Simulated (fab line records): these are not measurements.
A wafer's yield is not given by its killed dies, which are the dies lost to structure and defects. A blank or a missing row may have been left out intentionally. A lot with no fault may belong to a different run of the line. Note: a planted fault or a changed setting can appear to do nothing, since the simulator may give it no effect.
Chamber matching | flow sky130 | SKY_METAL4_ETCH_17 on rie-diel-04 has 4 sister chambers
The step etches SiO2 in C4F8/O2/Ar, stops on TiN, time 3.9 s, target depth 15 nm. 4 wafers are shown with their chamber, then 7 later ones without.

== WAFERS, EACH WITH ITS CHAMBER ==
wafer  | chamber | bias-w (W)
L083.4 | 1       | 1211
L092.1 | 2       | 1197
L096.1 | 0       | 1197
L096.2 | 3       | 1200

== WAFERS MISSING THEIR CHAMBER ==
wafer  | bias-w (W)
L096.3 | 1204
L096.4 | 1204
L096.5 | 1199
L096.6 | 1203
L097.1 | 1203
L097.2 | 1198
L097.6 | 1196

== CHAMBER TAKEN BY EACH ==
wafer  | from the rows above               | in truth
L096.3 | can't be placed: 3 or 0 or 1 or 2 | 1
L096.4 | can't be placed: 3 or 0 or 1 or 2 | 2
L096.5 | can't be placed: 3 or 0 or 2      | 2
L096.6 | can't be placed: 3 or 0 or 2 or 1 | 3
L097.1 | can't be placed: 3 or 0 or 2 or 1 | 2
L097.2 | can't be placed: 0 or 2 or 3      | 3
L097.6 | can't be placed: 0 or 2 or 3      | 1
Correctly placed: 0 of 7. Cannot be placed on the basis of these rows: 7; the candidates contain the true chamber in 6. Number placed wrongly: 0.
How it was worked out, from the rows above alone: a wafer's distance from a chamber is the root of the sum, over the readings, of the square of ((its reading less the chamber's mean) divided by the reading's scatter). The wafer belongs to the nearest chamber; if the next one is less than 2 further off, it can't be placed. For every chamber, the mean is computed from those of its wafers that are shown. The scatter: root of mean squared gap, hidden wafer to nearest shown wafer, with one shown wafer a chamber.
